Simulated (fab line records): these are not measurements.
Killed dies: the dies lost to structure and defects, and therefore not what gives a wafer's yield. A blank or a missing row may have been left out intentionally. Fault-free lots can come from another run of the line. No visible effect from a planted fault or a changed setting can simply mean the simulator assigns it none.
Chamber matching | flow sky130 | 4 sister chambers for SKY_VIA2_CMP_24 on cmp-01
The step polishes, stops on SiO2, t overpolish 20 s, target thk 0 nm. 8 wafers are shown with their chamber, then 7 later ones without.

== WAFERS, EACH WITH ITS CHAMBER ==
wafer  | chamber | motorCurrentA (A) | timeToEndpointS (s)
L588.3 | 1       | 11.2              | 99
L589.4 | 1       | 11.2              | 101
L590.1 | 2       | 9.9               | 108
L593.2 | 3       | 13.9              | 106
L593.3 | 0       | 11.3              | 100
L593.5 | 3       | 14.3              | 110
L599.2 | 2       | 9.8               | 106
L599.3 | 0       | 10.7              | 105

== WAFERS WITH NO CHAMBER GIVEN ==
wafer  | motorCurrentA (A) | timeToEndpointS (s)
L599.4 | 10.9              | 99
L603.4 | 11.0              | 99
L603.5 | 9.6               | 111
L603.6 | 14.2              | 106
L608.1 | 11.2              | 96
L608.4 | 9.5               | 102
L608.5 | 13.9              | 105

== THE CHAMBER EACH PASSED THROUGH ==
wafer  | from the rows above     | in truth
L599.4 | can't be placed: 1 or 0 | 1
L603.4 | can't be placed: 1 or 0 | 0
L603.5 | 2                       | 2
L603.6 | 3                       | 3
L608.1 | can't be placed: 1 or 0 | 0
L608.4 | 2                       | 2
L608.5 | 3                       | 3
Placed correctly: 4 of 7. Can't be placed from these rows: 3 (the true chamber is among the candidates in 3). 0 placed wrongly.
How it was worked out, from the rows above alone: a wafer's distance from a chamber is the root of the sum, over the readings, of the square of ((its reading less the chamber's mean) divided by the reading's scatter). The wafer belongs to the nearest chamber; if the next one is less than 2 further off, it can't be placed. For every chamber, the mean is computed from those of its wafers that are shown. The scatter: take each reading less its chamber's mean, square it, sum over the shown wafers, divide by the number of wafers less the number of chambers, and take the root.
